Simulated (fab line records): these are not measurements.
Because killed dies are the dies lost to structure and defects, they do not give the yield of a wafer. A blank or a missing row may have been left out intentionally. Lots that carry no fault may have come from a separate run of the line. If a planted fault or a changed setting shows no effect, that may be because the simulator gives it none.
Code-filled problem report in 8D (eight disciplines) form | flow sky130 | the parts of the form that need people (team, actions taken, sign-off) are left out

== 1. THE PROBLEM ==
Mean VIA4_HDPCVD_THK at SKY_VIA4_THK_MEAS_01: 1015 nm over 5 wafers in 2 lots; fault-free wafers: 1751 nm, standard deviation 16. Relative to the usual mean, that is a shift of -46 standard deviations.
First observed at day 47 18:22: wafer L881.2, on film metro-02. At this step, 35 wafers from 12 lots have a number in the record. Rule for "out" (also "out of limits"): further than 4 standard deviations from the usual mean. The rest of the wafers with a number are treated as sound.

== 2. WHAT IT IS, WHAT IT ISN'T ==
question                    | is                           | is not
which readings at this step | VIA4_HDPCVD_THK              | -
which lots                  | L881, L882                   | L859, L860, L861, L862, L866, L872, L873, L874, L875, L876
which wafers of those lots  | all that have a number       | -
read on which gauges        | film metro-02, film metro-04 | film metro-01
when                        | from day 47 18:22            | up to then (30 sound wafers)

== 3. THE SUSPECTS, EACH WITH WHAT RULES IT OUT ==
Counting: a tool at a process step up to the reading stays a suspect if it ran every lot that is out and no sound lot after the first of them.
- the gauge at SKY_VIA4_THK_MEAS_01: ruled out. 2 gauges (film metro-02, film metro-04) read the wafers that are out.
- rie metal-03 at SKY_METAL4_DESCUM_15 (chemistry O2, time 8 s): kept. It ran every lot that is out, first L881 (day 47 17:15), and no sound lot after that; its last sound lot up to then is L872 (day 45 12:34).
- hdpcvd-02 at SKY_VIA4_HDPCVD_00 (deposits SiO2, target thk 1750 nm, time 291.7 s): kept. It ran every lot that is out, first L881 (day 47 18:10), and no sound lot after that; its last sound lot up to then is L876 (day 46 09:32).
Remaining after the count are rie metal-03 at SKY_METAL4_DESCUM_15 and hdpcvd-02 at SKY_VIA4_HDPCVD_00.

== 4. THE CAUSE (what the simulator had put in) ==
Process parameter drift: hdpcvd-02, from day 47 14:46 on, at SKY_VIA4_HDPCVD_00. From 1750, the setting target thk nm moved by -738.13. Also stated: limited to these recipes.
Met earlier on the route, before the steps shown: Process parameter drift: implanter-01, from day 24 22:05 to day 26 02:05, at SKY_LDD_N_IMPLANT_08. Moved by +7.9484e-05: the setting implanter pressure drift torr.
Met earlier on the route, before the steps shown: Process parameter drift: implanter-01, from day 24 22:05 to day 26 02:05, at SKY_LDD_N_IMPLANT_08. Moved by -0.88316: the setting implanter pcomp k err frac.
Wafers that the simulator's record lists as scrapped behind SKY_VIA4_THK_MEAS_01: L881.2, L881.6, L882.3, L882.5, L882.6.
This tool is one of the 2 suspects left after counting.

== 5. THE CHAIN OF EFFECTS, in route order ==
One row per reading whose mean, taken over the struck wafers that have a number, lies over 3 standard deviations from the usual. Readings are gone through only where the record gives a usual standard deviation; hours: the median, over the lots, of the time from a lot's start at the first step in this table giving one to that lot's start at this step; sigmas: the change measured in usual standard deviations.
hours | step                 | reading         | usual   | on struck wafers | change | sigmas
0     | SKY_VIA4_THK_MEAS_01 | VIA4_HDPCVD_THK | 1751 nm | 1015             | -736   | -46

== 6. WHAT WOULD HAVE CAUGHT IT SOONER ==
The first out-of-limits reading at a measuring or inspecting step in this record came at day 47 18:22, 4 hours after the fault's start at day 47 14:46.
Lots out: 2; of these, L882 started SKY_VIA4_HDPCVD_00 on hdpcvd-02 after day 47 18:22. Holding the tool at that time would have saved it.
